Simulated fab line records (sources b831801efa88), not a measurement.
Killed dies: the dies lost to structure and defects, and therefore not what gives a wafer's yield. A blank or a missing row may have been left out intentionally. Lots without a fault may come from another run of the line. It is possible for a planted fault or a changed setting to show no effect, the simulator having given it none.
What tool caused it? -- flow sky130 -- 33 wafers from 11 lots sampled at 3 of the route's 708 steps

## WHAT EACH GAUGE READ, for each wafer
SKY_CONTACT_RS_MEAS_25: a four-point-probe measurement.
lot,measured,on,CONTACT_W_RS (ohm/sq)
L636,day 31 15:32,filmMetro-03,0.340 0.342 0.341
L639,day 32 18:59,filmMetro-01,0.337 0.333 0.337
L644,day 34 00:53,filmMetro-01,0.338 0.336 0.336
L645,day 34 08:52,filmMetro-02,0.341 0.343 0.341
L646,day 34 18:38,filmMetro-01,0.335 0.337 0.335
L647,day 35 02:22,filmMetro-02,0.343 0.343 0.346
L648,day 35 06:29,filmMetro-03,0.344 0.346 0.342
L649,day 35 19:15,filmMetro-01,0.338 0.343 0.343
L652,day 36 21:31,filmMetro-03,0.337 0.335 0.334
L654,day 37 06:09,filmMetro-03,0.341 0.346 0.339
L659,day 38 19:44,filmMetro-03,0.344 0.340 0.343

SKY_METAL1_RS_MEAS_05: a four-point-probe measurement.
lot,measured,on,METAL1_ALCU_RS (ohm/sq)
L636,day 31 16:09,filmMetro-04,0.1275 0.1247 0.1263
L639,day 32 19:36,filmMetro-02,0.1263 0.1256 0.1285
L644,day 34 01:31,filmMetro-01,0.1253 0.1258 0.1272
L645,day 34 09:29,filmMetro-02,0.1266 0.1260 0.1278
L646,day 34 19:29,filmMetro-02,0.1284 0.1283 0.1281
L647,day 35 02:59,filmMetro-04,0.1291 0.1278 0.1289
L648,day 35 07:07,filmMetro-01,0.1264 0.1273 0.1281
L649,day 35 19:52,filmMetro-01,0.1273 0.1264 0.1252
L652,day 36 22:08,filmMetro-01,0.1262 0.1266 0.1249
L654,day 37 06:46,filmMetro-01,0.1285 0.1264 0.1269
L659,day 38 20:22,filmMetro-01,0.1244 0.1271 0.1267

SKY_VIA1_THK_MEAS_01.
lot,measured,on,VIA1_HDPCVD_THK (nm)
L636,day 32 21:00,filmMetro-04,1024 1030 1037
L639,day 33 23:03,filmMetro-04,1020 1025 1024
L644,day 35 06:52,filmMetro-02,1035 1033 1047
L645,day 35 12:58,filmMetro-02,1030 1023 1028
L646,day 35 22:54,filmMetro-03,1024 1035 1025
L647,day 36 06:56,filmMetro-04,1042 1038 1035
L648,day 36 09:55,filmMetro-02,1041 1038 1039
L649,day 36 23:03,filmMetro-04,1040 1028 1056
L652,day 38 01:28,filmMetro-02,1035 1033 1036
L654,day 38 09:30,filmMetro-02,1034 1028 1029
L659,day 39 22:13,filmMetro-04,1032 1039 1039

## TOOL THAT RAN EACH LOT (tool first, then ch and the chambers of the sampled wafers, then the start)
Before these readings, the record contains no process step.

## AS READ BY THE TOOLS THEMSELVES (means over the sampled wafers that have a number; for cases with no such wafer, the mark the record gives instead)
The record holds no such reading with a usual standard deviation.

## THE ANSWER, worked out from the rows above alone
Rule: the lots themselves supply what counts as usual. The widest of any qualifying gaps counts: lots, ordered by their means at a reading, are off when they make up no more than a third of the lots, leave a main group of 4 or more, and stand apart from it by 3 or more times the standard deviation of that group's means. The tables above print the reading to a certain number of digits; a main group whose means all agree to those digits is not used. A lot without any number at a reading at which 4 lots or more have one is off too. Any other lot the step has rows for is counted as sound. After the gauges, taken in route order, come the tools' own readings; for these a lot's mean is taken, as printed above. The first step at which some lot is off is used, and at that step the reading that is off furthest; a lot without a number counts as furthest.
No lot is off at any reading shown: from this, nothing can be told.

## WHAT THE SIMULATOR HAD PUT IN
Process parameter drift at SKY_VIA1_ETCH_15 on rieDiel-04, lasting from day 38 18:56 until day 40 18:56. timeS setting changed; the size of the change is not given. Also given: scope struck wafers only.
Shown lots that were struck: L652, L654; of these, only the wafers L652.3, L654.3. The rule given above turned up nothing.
